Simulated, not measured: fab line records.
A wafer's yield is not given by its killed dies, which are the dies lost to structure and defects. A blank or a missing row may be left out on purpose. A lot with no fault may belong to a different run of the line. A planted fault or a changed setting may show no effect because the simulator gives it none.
fab line records	flow sky130
[record] lots = 5	wafers = 23
route steps=708 shown FIELD_ISO@11 DNWELL@37 NWELL@64 VT_ADJUST_NCORE@122 VT_ADJUST_PCH@151 SONOS_TUNNEL@158 SONOS_ONO@178 GATE_OXIDE@203
start_h: the number of hours between the record's first day and the start of the first shown wafer of the lot	wait_h: hours elapsed since this lot's preceding step	" identical to the entry in the row above	L1.1+2: several wafers, shown together as one row	- value missing, or start not given	* or withheld: withheld	< > ~ a bound
route shown NAME@n: a module of which the file shows steps, and the number in the route of the first	usual: the fault-free wafers' mean and standard deviation	same: alike in all rows	chamber/n: place in a boat	sites: the reading at each site	_std_site: the standard deviation of these	_edge_site: inner sites' mean taken away from outer sites' mean	radius_mm: for every site, how far away it sits from the centre of the wafer	mask NAME#n: copy n	behind: tool/chamber where the wafer was last shaped	hold: reason for holding the lot/hours on hold/outcome of the hold	device: transistor that didn't switch, given as n, p or np	end of line: the route-end tests of the same wafers	a step given without rows: its recipe and nothing more	killed: dies that structure and defects cost at the first sort, which is not the same as the wafer's yield	map: dies across one wafer; x = killed, . = not, _ = none there
set.NAME: the setting as run; set.NAME@STEP: as run at that earlier step	model.NAME: the simulator's own value behind a step, which no gauge read
lots whose settings were changed on purpose; a table a step, a row a wafer
[[steps]]
[step SKY_FIELD_ISO_EXPOSE_10]
[recipe] mask_id = FOM	na = 0.68	source_shape = annular	sigma_inner = 0.4	sigma_outer = 0.8	target_cd_nm = 150	dose_mj = 28
lot.wafer	tool	chamber	start_h	wait_h	mask	set.dose_mj
L076.1+2+3+5+6	krf_scanner-01	0	-	-	FOM#0	28
L077.2+4	krf_scanner-01	0	-	-	FOM#0	28.74
L077.3+5+6	"	0	"	"	FOM#0	28
L079.2+4+6	krf_scanner-01	0	-	-	FOM#0	28
L079.3+5	"	0	"	"	FOM#0	26.76
L081.2+4+6	krf_scanner-02	0	-	-	FOM#0	28
L085.1+5+6	krf_scanner-01	0	-	-	FOM#0	28.97
L085.2+4	"	0	"	"	FOM#0	28
[step SKY_FIELD_ISO_PEB_11]
[recipe] peb_temp_c = withheld	peb_time_s = withheld	resist = KrF-thick
[step SKY_FIELD_ISO_DEVELOP_12]
[recipe] develop_time_s = 60	resist = KrF-thick	dev_temp_c = 21
[step SKY_FIELD_ISO_CD_MEAS_13]
[recipe] target_cd_nm = 150
[usual] cd_nm = 149.4/1.3
lot.wafer	tool	chamber	start_h	wait_h	set.dose_mj@FIELD_ISO_EXPOSE_10	cd_nm
L076.1	cd_sem-02	-	42.12	-	28	149.9
L076.2	"	-	"	"	28	151.2
L076.3	"	-	"	"	28	152.5
L076.5	"	-	"	"	28	149.9
L076.6	"	-	"	"	28	151.3
L077.2	cd_sem-02	-	45.74	-	28.74	143.3
L077.3	"	-	"	"	28	148.0
L077.4	"	-	"	"	28.74	142.4
L077.5	"	-	"	"	28	146.1
L077.6	"	-	"	"	28	147.9
L079.2	cd_sem-01	-	55.01	-	28	148.5
L079.3	"	-	"	"	26.76	159.3
L079.4	"	-	"	"	28	148.9
L079.5	"	-	"	"	26.76	158.9
L079.6	"	-	"	"	28	149.6
L081.2	cd_sem-01	-	66.21	-	28	148.7
L081.4	"	-	"	"	28	148.6
L081.6	"	-	"	"	28	146.8
L085.1	cd_sem-01	-	88.37	-	28.97	144.8
L085.2	"	-	"	"	28	150.8
L085.4	"	-	"	"	28	148.9
L085.5	"	-	"	"	28.97	143.6
L085.6	"	-	"	"	28.97	142.3
[step SKY_FIELD_ISO_ETCH_14]
[recipe] chemistry = N2/H2	target = BARC	ion_energy_ev = 200	source_w = 500	bias_w = 100	pressure_mtorr = 30	n2_flow_sccm = 100	h2_flow_sccm = 200	stop_on = SiO2	time_s = 45.9	target_depth_a = 600
lot.wafer	tool	chamber	start_h	wait_h	set.dose_mj@FIELD_ISO_EXPOSE_10	model.FIELD_ISO.cd_nm
L076.1	rie_diel-02	3	42.24	0.1	28	150.1
L076.2	"	0	"	"	28	150.8
L076.3	"	1	"	"	28	151.5
L076.5	"	2	"	"	28	149.8
L076.6	"	1	"	"	28	150
L077.2	rie_diel-01	2	45.84	0.1	28.74	143.2
L077.3	"	0	"	"	28	147.7
L077.4	"	0	"	"	28.74	142.5
L077.5	"	2	"	"	28	145.5
L077.6	"	3	"	"	28	148.2
L079.2	rie_diel-01	0	55.11	0.1	28	148.8
L079.3	"	2	"	"	26.76	158.7
L079.4	"	3	"	"	28	148.7
L079.5	"	0	"	"	26.76	158.2
L079.6	"	3	"	"	28	148.9
L081.2	rie_diel-02	0	66.31	0.1	28	147.3
L081.4	"	1	"	"	28	147.1
L081.6	"	3	"	"	28	146.2
L085.1	rie_diel-01	0	88.49	0.1	28.97	144.4
L085.2	"	3	"	"	28	150.6
L085.4	"	2	"	"	28	148.5
L085.5	"	2	"	"	28.97	142.5
L085.6	"	1	"	"	28.97	141.7
[step SKY_DNWELL_COAT_02]
[recipe] spin_rpm = 2000	resist_thk_nm = 3000
lot.wafer	tool	chamber	start_h	wait_h	set.resist_thk_nm	model.coat_of_DNWELL_COAT_02.thk_nm
L076.1	litho_track-04	0	58.74	0.1	3000	2999
L076.2	"	0	"	"	3000	3005
L076.3	"	0	"	"	2901	2918
L076.5	"	0	"	"	2901	2910
L076.6	"	0	"	"	3000	3015
L077.2	litho_track-01	0	61.70	0.1	3000	3007
L077.3	"	0	"	"	3000	3010
L077.4	"	0	"	"	3000	3009
L077.5	"	0	"	"	3000	2994
L077.6	"	0	"	"	3000	2999
L079.2	litho_track-01	0	72.30	0.1	3000	2998
L079.3	"	0	"	"	3053	3055
L079.4	"	0	"	"	3053	3050
L079.5	"	0	"	"	3000	3007
L079.6	"	0	"	"	3053	3052
L081.2	litho_track-04	0	88.16	0.1	3000	3016
L081.4	"	0	"	"	3000	3011
L081.6	"	0	"	"	3000	3019
L085.1	litho_track-01	0	102.52	0.1	3051	3045
L085.2	"	0	"	"	3000	2997
L085.4	"	0	"	"	3051	3037
L085.5	"	0	"	"	3000	2993
L085.6	"	0	"	"	3051	3050
[step SKY_DNWELL_SOFTBAKE_03]
[recipe] temp_c = 110	time_s = withheld
[step SKY_DNWELL_EXPOSE_04]
[recipe] mask_id = DNM	na = 0.57	target_cd_nm = 3000	dose_mj = 222
[step SKY_DNWELL_DEVELOP_06]
[recipe] wall_angle_deg = 90	developer = TMAH	develop_time_s = 60	dev_temp_c = 23
[step SKY_DNWELL_IMPLANT_07]
[recipe] species = P	energy_kev = withheld	dose_cm2 = withheld	tilt_deg = withheld
[step SKY_DNWELL_STRIP_08]
[recipe] chemistry = O2/N2	power_w = 1400	pressure_mtorr = 1500	platen_temp_c = withheld	o2_flow_sccm = 3000	n2_flow_sccm = 300	overash_fraction = 0.5
[usual] strip_time_to_endpoint_s = 36.94/0.11
lot.wafer	tool	chamber	start_h	wait_h	set.resist_thk_nm@DNWELL_COAT_02	strip_time_to_endpoint_s
L076.1	plasma_asher-02	1	67.52	0.1	3000	36.91
L076.2	"	0	"	"	3000	36.97
L076.3	"	0	"	"	2901	35.98
L076.5	"	0	"	"	2901	35.88
L076.6	"	1	"	"	3000	37.09
L077.2	plasma_asher-02	0	71.00	0.1	3000	37.00
L077.3	"	1	"	"	3000	37.02
L077.4	"	0	"	"	3000	37.02
L077.5	"	0	"	"	3000	36.84
L077.6	"	1	"	"	3000	36.89
L079.2	plasma_asher-02	0	80.54	0.1	3000	36.89
L079.3	"	1	"	"	3053	37.54
L079.4	"	0	"	"	3053	37.51
L079.5	"	1	"	"	3000	36.98
L079.6	"	0	"	"	3053	37.54
L081.2	plasma_asher-04	0	96.96	0.1	3000	37.10
L081.4	"	1	"	"	3000	37.03
L081.6	"	1	"	"	3000	37.14
L085.1	plasma_asher-02	0	113.14	0.2	3051	37.44
L085.2	"	1	"	"	3000	36.89
L085.4	"	0	"	"	3051	37.35
L085.5	"	0	"	"	3000	36.83
L085.6	"	1	"	"	3051	37.50
[step SKY_NWELL_IMPLANT_11]
[recipe] species = P	energy_kev = 400	dose_cm2 = 1.9e+13	tilt_deg = withheld
lot.wafer	tool	chamber	start_h	wait_h	set.dose_cm2
L076.1+5+6	implanter-02	0	101.49	0.0	1.983e+13
L076.2+3	"	0	"	"	1.9e+13
L077.2+3+4+5+6	implanter-04	0	105.28	0.0	1.9e+13
L079.2+3+4+5+6	implanter-04	0	116.51	0.0	1.9e+13
L081.2+4+6	implanter-04	0	134.28	0.0	1.9e+13
L085.1+2+5	implanter-04	0	151.76	0.0	1.974e+13
L085.4+6	"	0	"	"	1.9e+13
[step SKY_NWELL_IMPLANT_24]
[recipe] species = B	energy_kev = 140	dose_cm2 = 9.2e+12	tilt_deg = withheld
lot.wafer	tool	chamber	start_h	wait_h	set.energy_kev	model.implant.drp_nm
L076.1+2	implanter-03	0	120.26	0.0	140	95.47
L076.3+5+6	"	0	"	"	136.3	94.48
L077.2+5	implanter-03	0	124.78	0.0	140	95.47
L077.3+4+6	"	0	"	"	147.2	97.26
L079.2+4+6	implanter-02	0	136.43	0.0	136.7	94.59
L079.3+5	"	0	"	"	140	95.47
L081.2+4+6	implanter-03	0	153.68	0.0	140	95.47
L085.1+5	implanter-03	0	171.91	0.0	135.6	94.29
L085.2+4+6	"	0	"	"	140	95.47
[step SKY_NWELL_STRIP_25]
[recipe] chemistry = O2/N2	power_w = 1400	pressure_mtorr = 1500	platen_temp_c = withheld	o2_flow_sccm = 3000	n2_flow_sccm = 300	overash_fraction = 0.5
[step SKY_NWELL_CLEAN_27]
[recipe] chemistry = SC1/SC2	mix = 1:4:20	temp_c = 70	time_s = 150	dry = n2_spin
[step SKY_NWELL_RTA_28]
[recipe] temp_c = 1050	time_s = 30	idle_temp_c = 650	ramp_up_c_per_s = 150	ramp_down_c_per_s = 90	ambient = N2
[step SKY_NWELL_RS_MEAS_29]
[recipe] thk_meas_gauge = four-point-probe
[usual] NWELL_RS = 624.3/1.4
lot.wafer	tool	chamber	start_h	wait_h	set.dose_cm2@NWELL_IMPLANT_11	NWELL_RS[ohm/sq]
L076.1	film_metro-04	-	120.72	0.1	1.983e+13	609.6
L076.2	"	-	"	"	1.9e+13	624.4
L076.3	"	-	"	"	1.9e+13	620.8
L076.5	"	-	"	"	1.983e+13	609.8
L076.6	"	-	"	"	1.983e+13	607.9
L077.2	film_metro-04	-	125.24	0.1	1.9e+13	625.0
L077.3	"	-	"	"	1.9e+13	626.0
L077.4	"	-	"	"	1.9e+13	622.9
L077.5	"	-	"	"	1.9e+13	625.7
L077.6	"	-	"	"	1.9e+13	625.6
L079.2	film_metro-02	-	136.89	0.1	1.9e+13	625.3
L079.3	"	-	"	"	1.9e+13	624.6
L079.4	"	-	"	"	1.9e+13	626.2
L079.5	"	-	"	"	1.9e+13	625.4
L079.6	"	-	"	"	1.9e+13	622.5
L081.2	film_metro-04	-	154.14	0.1	1.9e+13	623.8
L081.4	"	-	"	"	1.9e+13	624.8
L081.6	"	-	"	"	1.9e+13	623.9
L085.1	film_metro-02	-	172.37	0.1	1.974e+13	611.7
L085.2	"	-	"	"	1.974e+13	611.6
L085.4	"	-	"	"	1.9e+13	623.8
L085.5	"	-	"	"	1.974e+13	611.2
L085.6	"	-	"	"	1.9e+13	626.6
[step SKY_VT_ADJUST_NCORE_SOFTBAKE_03]
[recipe] temp_c = 90	time_s = 60	resist = NOVOLAK
lot.wafer	tool	chamber	start_h	wait_h	set.temp_c
L076.1+2+3	litho_track-03	0	191.02	0.1	90
L076.5+6	"	0	"	"	87.22
L077.2+3+5	litho_track-03	0	194.65	0.1	90
L077.4+6	"	0	"	"	88.29
L079.2+3+6	litho_track-03	0	208.25	0.1	92.72
L079.4+5	"	0	"	"	90
L081.2+4+6	litho_track-02	0	226.18	0.1	90
L085.1+4	litho_track-04	0	246.59	0.1	90
L085.2+5+6	"	0	"	"	86.89
[step SKY_VT_ADJUST_NCORE_EXPOSE_04]
[recipe] mask_id = LVTN_COMPLEMENT_THIN	na = 0.6	source_shape = conventional	sigma_outer = 0.6	polarization = unpolarized	target_cd_nm = 380	dose_mj = 139
[step SKY_VT_ADJUST_NCORE_PEB_05]
[recipe] temp_c = withheld	time_s = *	resist = NOVOLAK
[step SKY_VT_ADJUST_NCORE_DEVELOP_06]
[recipe] resist = NOVOLAK	developer = TMAH	develop_time_s = 57.71	dev_temp_c = 23
lot.wafer	tool	chamber	start_h	wait_h	set.temp_c@VT_ADJUST_NCORE_SOFTBAKE_03	model.NOVOLAK_of_VT_ADJUST_NCORE_COAT_02.thk_nm
L076.1	litho_track-04	0	200.94	0.1	90	1137
L076.2	"	0	"	"	90	1134
L076.3	"	0	"	"	90	1133
L076.5+6	"	0	"	"	87.22	1146
L077.2	litho_track-04	0	205.01	0.1	90	1138
L077.3	"	0	"	"	90	1140
L077.4	"	0	"	"	88.29	1142
L077.5	"	0	"	"	90	1139
L077.6	"	0	"	"	88.29	1146
L079.2	litho_track-02	0	219.48	0.1	92.72	1129
L079.3+6	"	0	"	"	92.72	1125
L079.4	"	0	"	"	90	1138
L079.5	"	0	"	"	90	1135
L081.2+6	litho_track-02	0	236.93	0.1	90	1139
L081.4	"	0	"	"	90	1141
L085.1	litho_track-02	0	257.35	0.1	90	1145
L085.2	"	0	"	"	86.89	1155
L085.4	"	0	"	"	90	1144
L085.5	"	0	"	"	86.89	1159
L085.6	"	0	"	"	86.89	1152
[step SKY_VT_ADJUST_PCH_IMPLANT_08]
[recipe] species = B	energy_kev = 10	dose_cm2 = 5e+11	tilt_deg = withheld
lot.wafer	tool	chamber	start_h	wait_h	set.energy_kev	model.implant.rp_nm	model.implant.drp_nm
L076.1+3+5	implanter-03	0	245.41	0.0	10.27	34.42	17.43
L076.2+6	"	0	"	"	10	33.53	17.11
L077.2+3+4+5+6	implanter-03	0	249.48	0.0	10	33.61	17.11
L079.2+6	implanter-02	0	264.13	0.0	9.4	31.21	16.39
L079.3+4+5	"	0	"	"	10	32.83	17.11
L081.2+4+6	implanter-03	0	283.55	0.0	10	33.69	17.11
L085.1+2	implanter-01	0	306.88	0.1	10	33.51	17.11
L085.4+5+6	"	0	"	"	9.626	32.48	16.66
[step SKY_VT_ADJUST_PCH_STRIP_09]
[recipe] chemistry = O2/N2	power_w = 1400	pressure_mtorr = 1500	platen_temp_c = withheld	o2_flow_sccm = 3000	n2_flow_sccm = 300	overash_fraction = 0.5
[step SKY_VT_ADJUST_PCH_TW_MEAS_10]
[usual] VT_ADJUST_PCH_TW = 142.5/0.57
lot.wafer	tool	chamber	start_h	wait_h	set.energy_kev@VT_ADJUST_PCH_IMPLANT_08	VT_ADJUST_PCH_TW
L076.1	film_metro-01	-	245.66	0.1	10.27	142.5
L076.2	"	-	"	"	10	141.9
L076.3	"	-	"	"	10.27	142.2
L076.5	"	-	"	"	10.27	143.1
L076.6	"	-	"	"	10	142.0
L077.2	film_metro-02	-	249.72	0.1	10	142.0
L077.3	"	-	"	"	10	142.3
L077.4	"	-	"	"	10	142.4
L077.5	"	-	"	"	10	141.5
L077.6	"	-	"	"	10	142.3
L079.2	film_metro-02	-	264.37	0.1	9.4	139.9
L079.3	"	-	"	"	10	142.1
L079.4	"	-	"	"	10	142.1
L079.5	"	-	"	"	10	142.3
L079.6	"	-	"	"	9.4	139.5
L081.2	film_metro-03	-	283.78	0.1	10	142.5
L081.4	"	-	"	"	10	141.8
L081.6	"	-	"	"	10	142.6
L085.1	film_metro-03	-	307.13	0.1	10	142.2
L085.2	"	-	"	"	10	142.8
L085.4	"	-	"	"	9.626	140.9
L085.5	"	-	"	"	9.626	141.3
L085.6	"	-	"	"	9.626	141.7
[step SKY_SONOS_TUNNEL_EXPOSE_04]
[recipe] mask_id = TUNM	na = 0.6	source_shape = conventional	sigma_outer = 0.6	polarization = unpolarized	target_cd_nm = 410	dose_mj = 136
lot.wafer	tool	chamber	start_h	wait_h	mask	set.dose_mj
L076.1+2+6	iline_stepper-01	0	-	-	TUNM#0	129.1
L076.3+5	"	0	"	"	TUNM#0	136
L077.2+3	iline_stepper-01	0	-	-	TUNM#0	136
L077.4+5+6	"	0	"	"	TUNM#0	145.6
L079.2+3+4+5+6	iline_stepper-02	0	-	-	TUNM#0	136
L081.2+4+6	iline_stepper-01	0	-	-	TUNM#0	136
L085.1+4+6	iline_stepper-02	0	-	-	TUNM#0	141.3
L085.2+5	"	0	"	"	TUNM#0	136
[step SKY_SONOS_TUNNEL_PEB_05]
[recipe] temp_c = withheld	time_s = *	resist = NOVOLAK
[step SKY_SONOS_TUNNEL_DEVELOP_06]
[recipe] resist = NOVOLAK	developer = TMAH	develop_time_s = 61.5	dev_temp_c = 23
lot.wafer	tool	chamber	start_h	wait_h	set.dose_mj@SONOS_TUNNEL_EXPOSE_04	model.SONOS_TUNNEL.cd_nm
L076.1	litho_track-02	0	268.05	0.1	129.1	394.5
L076.2	"	0	"	"	129.1	395.6
L076.3	"	0	"	"	136	409.4
L076.5	"	0	"	"	136	410.5
L076.6	"	0	"	"	129.1	394.8
L077.2	litho_track-04	0	272.96	0.1	136	412.4
L077.3	"	0	"	"	136	411.9
L077.4	"	0	"	"	145.6	434.2
L077.5	"	0	"	"	145.6	432
L077.6	"	0	"	"	145.6	431.6
L079.2	litho_track-02	0	287.88	0.1	136	413.9
L079.3	"	0	"	"	136	411.8
L079.4	"	0	"	"	136	412
L079.5	"	0	"	"	136	412.7
L079.6	"	0	"	"	136	415.4
L081.2	litho_track-02	0	308.23	0.1	136	408.8
L081.4	"	0	"	"	136	408.1
L081.6	"	0	"	"	136	408.3
L085.1	litho_track-02	0	333.65	0.1	141.3	421.9
L085.2	"	0	"	"	136	409.8
L085.4	"	0	"	"	141.3	422.1
L085.5	"	0	"	"	136	410.9
L085.6	"	0	"	"	141.3	423.2
[step SKY_SONOS_TUNNEL_CD_MEAS_07]
[recipe] target_cd_nm = 410
[usual] cd_nm = 410.1/2.1
lot.wafer	tool	chamber	start_h	wait_h	set.dose_mj@SONOS_TUNNEL_EXPOSE_04	cd_nm
L076.1	cd_sem-01	-	268.20	0.1	129.1	394.3
L076.2	"	-	"	"	129.1	395.4
L076.3	"	-	"	"	136	409.3
L076.5	"	-	"	"	136	410.5
L076.6	"	-	"	"	129.1	394.8
L077.2	cd_sem-02	-	273.11	0.1	136	412.8
L077.3	"	-	"	"	136	412.0
L077.4	"	-	"	"	145.6	434.2
L077.5	"	-	"	"	145.6	432.0
L077.6	"	-	"	"	145.6	431.6
L079.2	cd_sem-01	-	288.02	0.1	136	413.5
L079.3	"	-	"	"	136	411.8
L079.4	"	-	"	"	136	412.2
L079.5	"	-	"	"	136	412.4
L079.6	"	-	"	"	136	415.3
L081.2	cd_sem-01	-	308.37	0.1	136	408.9
L081.4	"	-	"	"	136	408.0
L081.6	"	-	"	"	136	408.9
L085.1	cd_sem-02	-	333.80	0.1	141.3	422.0
L085.2	"	-	"	"	136	409.7
L085.4	"	-	"	"	141.3	422.0
L085.5	"	-	"	"	136	411.0
L085.6	"	-	"	"	141.3	423.1
[step SKY_SONOS_ONO_EXPOSE_10]
[recipe] mask_id = ONOM	target_cd_nm = 410	na = 0.6	source_shape = conventional	sigma_outer = 0.6	dose_mj = 150
lot.wafer	tool	chamber	start_h	wait_h	mask	set.dose_mj
L076.1+2	iline_stepper-02	0	-	-	ONOM#0	140.3
L076.3+5+6	"	0	"	"	ONOM#0	150
L077.2+6	iline_stepper-02	0	-	-	ONOM#0	143.6
L077.3+4+5	"	0	"	"	ONOM#0	150
L079.2+3+4+5+6	iline_stepper-01	0	-	-	ONOM#0	150
L081.2+4+6	iline_stepper-01	0	-	-	ONOM#0	150
L085.1+6	iline_stepper-02	0	-	-	ONOM#0	150
L085.2+4+5	"	0	"	"	ONOM#0	155.7
[step SKY_SONOS_ONO_PEB_11]
[recipe] temp_c = withheld	time_s = *	resist = NOVOLAK
[step SKY_SONOS_ONO_DEVELOP_12]
[recipe] develop_time_s = 60	dev_temp_c = 23
[step SKY_SONOS_ONO_CD_MEAS_13]
[recipe] target_cd_nm = 410
[usual] cd_nm = 409.8/2.3
lot.wafer	tool	chamber	start_h	wait_h	set.dose_mj@SONOS_ONO_EXPOSE_10	cd_nm
L076.1	cd_sem-02	-	297.94	0.1	140.3	429.3
L076.2	"	-	"	"	140.3	427.8
L076.3	"	-	"	"	150	412.9
L076.5	"	-	"	"	150	410.2
L076.6	"	-	"	"	150	410.6
L077.2	cd_sem-01	-	302.14	0.1	143.6	419.6
L077.3	"	-	"	"	150	406.1
L077.4	"	-	"	"	150	406.1
L077.5	"	-	"	"	150	407.4
L077.6	"	-	"	"	143.6	418.0
L079.2	cd_sem-01	-	321.22	0.1	150	405.8
L079.3	"	-	"	"	150	407.4
L079.4	"	-	"	"	150	407.4
L079.5	"	-	"	"	150	406.4
L079.6	"	-	"	"	150	410.0
L081.2	cd_sem-01	-	339.39	0.1	150	410.8
L081.4	"	-	"	"	150	413.0
L081.6	"	-	"	"	150	411.7
L085.1	cd_sem-01	-	366.19	0.1	150	412.7
L085.2	"	-	"	"	155.7	402.1
L085.4	"	-	"	"	155.7	403.4
L085.5	"	-	"	"	155.7	401.8
L085.6	"	-	"	"	150	412.5
[step SKY_SONOS_ONO_ETCH_15]
[recipe] target_depth_nm = 19.52	chemistry = CHF3/O2	source_w = 600	bias_w = 200	pressure_mtorr = 40	chf3_flow_sccm = 50	O2_flow_sccm = 5	time_s = 7.8
lot.wafer	tool	chamber	start_h	wait_h	set.bias_w	set.dose_mj@SONOS_ONO_EXPOSE_10	model.SONOS_ONO.cd_nm
L076.1	rie_diel-03	3	298.09	0.0	200	140.3	429.3
L076.2	"	2	"	"	194	140.3	428
L076.3	"	1	"	"	194	150	413
L076.5	"	0	"	"	194	150	410.3
L076.6	"	3	"	"	200	150	410.6
L077.2	rie_diel-04	0	302.28	0.0	209.1	143.6	419.6
L077.3	"	2	"	"	200	150	406.3
L077.4	"	1	"	"	209.1	150	406.2
L077.5	"	0	"	"	209.1	150	407.5
L077.6	"	1	"	"	200	143.6	418.1
L079.2	rie_diel-02	1	321.36	0.0	200	150	405.5
L079.3	"	3	"	"	200	150	407.5
L079.4	"	2	"	"	200	150	407.7
L079.5	"	3	"	"	200	150	406.4
L079.6	"	0	"	"	200	150	409.8
L081.2	rie_diel-02	2	339.53	0.0	200	150	411.2
L081.4	"	0	"	"	200	150	413
L081.6	"	0	"	"	200	150	411.7
L085.1	rie_diel-02	3	366.34	0.0	200	150	412.7
L085.2	"	1	"	"	200	155.7	402.3
L085.4	"	0	"	"	200	155.7	403.7
L085.5	"	1	"	"	200	155.7	401.4
L085.6	"	0	"	"	200	150	412.4
[step SKY_GATE_OXIDE_OXIDATION_16]
[recipe] temp_c = 800	ambient = O2	idle_temp_c = 700	ramp_up_c_per_min = 10	ramp_down_c_per_min = 3	stabilise_s = 600	purge_s = 300	target_thk_a = 35.7	ox_time_s = 1915
lot.wafer	tool	chamber	start_h	wait_h	set.temp_c	model.SiO2_of_GATE_OXIDE_OXIDATION_01.thk_nm
L076.1	-	-	-	0.8	789.4	11.44
L076.2	"	-	"	"	789.4	11.45
L076.3	"	-	"	"	789.4	11.46
L076.5	"	-	"	"	789.4	11.43
L076.6	"	-	"	"	789.4	11.48
L077.2	-	-	-	1.9	782.1	11.28
L077.3	"	-	"	"	782.1	11.19
L077.4	"	-	"	"	782.1	11.26
L077.5	"	-	"	"	782.1	11.15
L077.6	"	-	"	"	782.1	11.21
L079.2	-	-	-	1.9	789.9	11.57
L079.3	"	-	"	"	789.9	11.7
L079.4+5	"	-	"	"	789.9	11.64
L079.6	"	-	"	"	789.9	11.43
L081.2+6	furnace-02	0	370.61	0.5	800	12.03
L081.4	"	0	"	"	800	12.07
L085.1	-	-	-	0.0	806.7	11.74
L085.2+6	"	-	"	"	806.7	11.85
L085.4	"	-	"	"	806.7	11.95
L085.5	"	-	"	"	806.7	11.93
[[key]]
[split] step = SKY_FIELD_ISO_EXPOSE_10	setting = dose_mj	stated = 28	by = wafer
[response] step = SKY_FIELD_ISO_CD_MEAS_13	reading = cd_nm	change = -2.03	per = 1%	r = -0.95
[response] step = SKY_FIELD_ISO_ETCH_14	reading = model.FIELD_ISO.cd_nm	change = -1.99	per = 1%	r = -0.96
[split] step = SKY_DNWELL_COAT_02	setting = resist_thk_nm	stated = 3000	by = wafer
[response] step = SKY_DNWELL_COAT_02	reading = model.coat_of_DNWELL_COAT_02.thk_nm	change = +28.2	per = 1%	r = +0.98
[response] step = SKY_DNWELL_STRIP_08	reading = strip_time_to_endpoint_s	change = *	per = 1%	r = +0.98
[split] step = SKY_NWELL_IMPLANT_11	setting = dose_cm2	stated = 1.9e+13	by = wafer
[response] step = SKY_NWELL_RS_MEAS_29	reading = NWELL_RS	change = -3.28	per = 1%	r = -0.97
[split] step = SKY_NWELL_IMPLANT_24	setting = energy_kev	stated = 140	by = wafer
[response] step = SKY_NWELL_IMPLANT_24	reading = model.implant.drp_nm	change = +0.36	per = 1%	r = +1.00
[split] step = SKY_VT_ADJUST_NCORE_SOFTBAKE_03	setting = temp_c	stated = 90	by = wafer
[response] step = SKY_VT_ADJUST_NCORE_DEVELOP_06	reading = model.NOVOLAK_of_VT_ADJUST_NCORE_COAT_02.thk_nm	change = -3.3	per = 1%	r = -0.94
[split] step = SKY_VT_ADJUST_PCH_IMPLANT_08	setting = energy_kev	stated = 10	by = wafer
[response] step = SKY_VT_ADJUST_PCH_IMPLANT_08	reading = model.implant.rp_nm	change = +0.279	per = 1%	r = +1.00
[response] step = SKY_VT_ADJUST_PCH_IMPLANT_08	reading = model.implant.drp_nm	change = +0.12	per = 1%	r = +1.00
[response] step = SKY_VT_ADJUST_PCH_TW_MEAS_10	reading = VT_ADJUST_PCH_TW	change = +0.368	per = 1%	r = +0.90
[split] step = SKY_SONOS_TUNNEL_EXPOSE_04	setting = dose_mj	stated = 136	by = wafer
[response] step = SKY_SONOS_TUNNEL_DEVELOP_06	reading = model.SONOS_TUNNEL.cd_nm	change = +2.94	per = 1%	r = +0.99
[response] step = SKY_SONOS_TUNNEL_CD_MEAS_07	reading = cd_nm	change = +2.93	per = 1%	r = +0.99
[split] step = SKY_SONOS_ONO_EXPOSE_10	setting = dose_mj	stated = 150	by = wafer
[response] step = SKY_SONOS_ONO_CD_MEAS_13	reading = cd_nm	change = -2.72	per = 1%	r = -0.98
[response] step = SKY_SONOS_ONO_ETCH_15	reading = model.SONOS_ONO.cd_nm	change = -2.72	per = 1%	r = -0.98
[split] step = SKY_SONOS_ONO_ETCH_15	setting = bias_w	stated = 200	by = wafer
response none clear
[split] step = SKY_GATE_OXIDE_OXIDATION_16	setting = temp_c	stated = 800	by = lot
[response] step = SKY_GATE_OXIDE_OXIDATION_16	reading = model.SiO2_of_GATE_OXIDE_OXIDATION_01.thk_nm	change = +0.228	per = 1%	r = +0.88
